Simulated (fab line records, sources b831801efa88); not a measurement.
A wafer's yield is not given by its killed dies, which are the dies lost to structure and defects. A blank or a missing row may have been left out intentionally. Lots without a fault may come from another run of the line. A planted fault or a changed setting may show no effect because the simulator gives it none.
Which of the tools did it? / flow sky130 / 13 lots with 39 wafers sampled at 2 steps, on a route of 708 steps

## WHAT THE GAUGES SHOWED, per wafer
SKY_RES_XHIGH_TW_MEAS_09. Usual: for RES_XHIGH_TW the level is 1648 and the standard deviation is 19.
lot=L561; measured=day 27 21:34; on=film metro-02; RES_XHIGH_TW=1676 1675 1671; flag=
lot=L562; measured=day 28 01:47; on=film metro-04; RES_XHIGH_TW=1654 1657 1667; flag=
lot=L563; measured=day 28 07:40; on=film metro-01; RES_XHIGH_TW=1610 1613 1611; flag=
lot=L564; measured=day 29 03:04; on=film metro-04; RES_XHIGH_TW=1637 1641 1644; flag=
lot=L565; measured=day 29 05:23; on=film metro-02; RES_XHIGH_TW=1665 1667 1666; flag=
lot=L566; measured=day 29 09:19; on=film metro-01; RES_XHIGH_TW=1628 1623 1630; flag=
lot=L573; measured=day 31 23:46; on=film metro-02; RES_XHIGH_TW=1665 1673 1671; flag=
lot=L574; measured=day 32 03:55; on=film metro-02; RES_XHIGH_TW=1662 1659 1669; flag=
lot=L575; measured=day 32 04:13; on=film metro-04; RES_XHIGH_TW=1634 1641 1645; flag=
lot=L576; measured=day 32 22:31; on=film metro-04; RES_XHIGH_TW=1651 1647 1649; flag=
lot=L577; measured=day 33 01:02; on=film metro-02; RES_XHIGH_TW=1657 1667 1663; flag=
lot=L579; measured=day 33 09:17; on=film metro-04; RES_XHIGH_TW=1646 1649 1640; flag=
lot=L582; measured=day 34 18:58; on=film metro-02; RES_XHIGH_TW=1646 1655 1656; flag=

## WHAT TOOL EACH LOT RAN ON (gives the tool, then ch and the chambers of the sampled wafers, and finally the start)
lot=L561; SKY_POLY_CUT_ETCH_10=rie diel-04 ch 0,2, day 25 09:10
lot=L562; SKY_POLY_CUT_ETCH_10=rie diel-04 ch 0,3, day 25 12:51
lot=L563; SKY_POLY_CUT_ETCH_10=rie diel-03 ch 1,2,3, day 25 21:10
lot=L564; SKY_POLY_CUT_ETCH_10=rie diel-04 ch 2,3, day 26 15:10
lot=L565; SKY_POLY_CUT_ETCH_10=rie diel-04 ch 0,1,3, day 26 18:01
lot=L566; SKY_POLY_CUT_ETCH_10=rie diel-02 ch 0,2,3, day 26 21:30
lot=L573; SKY_POLY_CUT_ETCH_10=rie diel-02 ch 0,2,3, day 29 12:48
lot=L574; SKY_POLY_CUT_ETCH_10=rie diel-04 ch 0,1, day 29 19:33
lot=L575; SKY_POLY_CUT_ETCH_10=rie diel-03 ch 1,2,3, day 29 19:55
lot=L576; SKY_POLY_CUT_ETCH_10=rie diel-04 ch 0,1,2, day 30 12:28
lot=L577; SKY_POLY_CUT_ETCH_10=rie diel-04 ch 1,2, day 30 15:22
lot=L579; SKY_POLY_CUT_ETCH_10=rie diel-04 ch 0,2,3, day 30 23:58
lot=L582; SKY_POLY_CUT_ETCH_10=rie diel-04 ch 0,1,3, day 32 11:30
- SKY_POLY_CUT_ETCH_10: etches BARC in N2/H2, stops on SiO2, time 45.9 s, target depth 60 nm.

## WHAT THE TOOLS THEMSELVES READ (means of the sampled wafers that have a number; where no wafer has one, the mark that the record gives instead)
SKY_POLY_CUT_ETCH_10. Usual: chamber pressure mTorr 30.001 mTorr, standard deviation 0.025; drypump motor current A 5.8 A, standard deviation 0.44; oes product au 0.854 a.u., standard deviation 0.0049; throttle valve pct 13.224 %, standard deviation 0.0087.
lot=L561; tool=rie diel-04; chamber pressure mTorr (mTorr)=30.005; drypump motor current A (A)=5.4; oes product au (a.u.)=0.852; throttle valve pct (%)=13.221; flag=
lot=L562; tool=rie diel-04; chamber pressure mTorr (mTorr)=29.994; drypump motor current A (A)=5.9; oes product au (a.u.)=0.854; throttle valve pct (%)=13.229; flag=
lot=L563; tool=rie diel-03; chamber pressure mTorr (mTorr)=30.002; drypump motor current A (A)=5.5; oes product au (a.u.)=0.851; throttle valve pct (%)=13.216; flag=
lot=L564; tool=rie diel-04; chamber pressure mTorr (mTorr)=29.993; drypump motor current A (A)=5.9; oes product au (a.u.)=0.851; throttle valve pct (%)=13.233; flag=
lot=L565; tool=rie diel-04; chamber pressure mTorr (mTorr)=30.009; drypump motor current A (A)=5.8; oes product au (a.u.)=0.852; throttle valve pct (%)=13.217; flag=
lot=L566; tool=rie diel-02; chamber pressure mTorr (mTorr)=30.002; drypump motor current A (A)=5.9; oes product au (a.u.)=0.850; throttle valve pct (%)=13.227; flag=
lot=L573; tool=rie diel-02; chamber pressure mTorr (mTorr)=30.016; drypump motor current A (A)=5.9; oes product au (a.u.)=0.849; throttle valve pct (%)=13.224; flag=
lot=L574; tool=rie diel-04; chamber pressure mTorr (mTorr)=30.007; drypump motor current A (A)=5.5; oes product au (a.u.)=0.854; throttle valve pct (%)=13.223; flag=
lot=L575; tool=rie diel-03; chamber pressure mTorr (mTorr)=30.020; drypump motor current A (A)=5.5; oes product au (a.u.)=0.854; throttle valve pct (%)=13.215; flag=
lot=L576; tool=rie diel-04; chamber pressure mTorr (mTorr)=30.002; drypump motor current A (A)=5.5; oes product au (a.u.)=0.855; throttle valve pct (%)=13.230; flag=
lot=L577; tool=rie diel-04; chamber pressure mTorr (mTorr)=29.996; drypump motor current A (A)=5.7; oes product au (a.u.)=0.850; throttle valve pct (%)=13.230; flag=
lot=L579; tool=rie diel-04; chamber pressure mTorr (mTorr)=30.016; drypump motor current A (A)=5.7; oes product au (a.u.)=0.852; throttle valve pct (%)=13.222; flag=
lot=L582; tool=rie diel-04; chamber pressure mTorr (mTorr)=30.019; drypump motor current A (A)=5.7; oes product au (a.u.)=0.856; throttle valve pct (%)=13.216; flag=

## THE ANSWER, worked out from the rows above alone
Rule: a lot counts as off when the mean over its wafers that have a number is more than 3 standard deviations away from the usual mean. A lot without any number at a reading at which 4 lots or more have one is off too. Where the step has rows for the other lots, those lots are counted as sound. The gauges are gone through in route order, then the tools' own readings, and for those a lot's mean is taken as printed above. The first step at which some lot is off is used, and at that step the reading that is off furthest; a lot without a number counts as furthest.
Across all readings shown, no lot is off: no conclusion can be drawn from this.

## WHAT THE SIMULATOR PUT IN
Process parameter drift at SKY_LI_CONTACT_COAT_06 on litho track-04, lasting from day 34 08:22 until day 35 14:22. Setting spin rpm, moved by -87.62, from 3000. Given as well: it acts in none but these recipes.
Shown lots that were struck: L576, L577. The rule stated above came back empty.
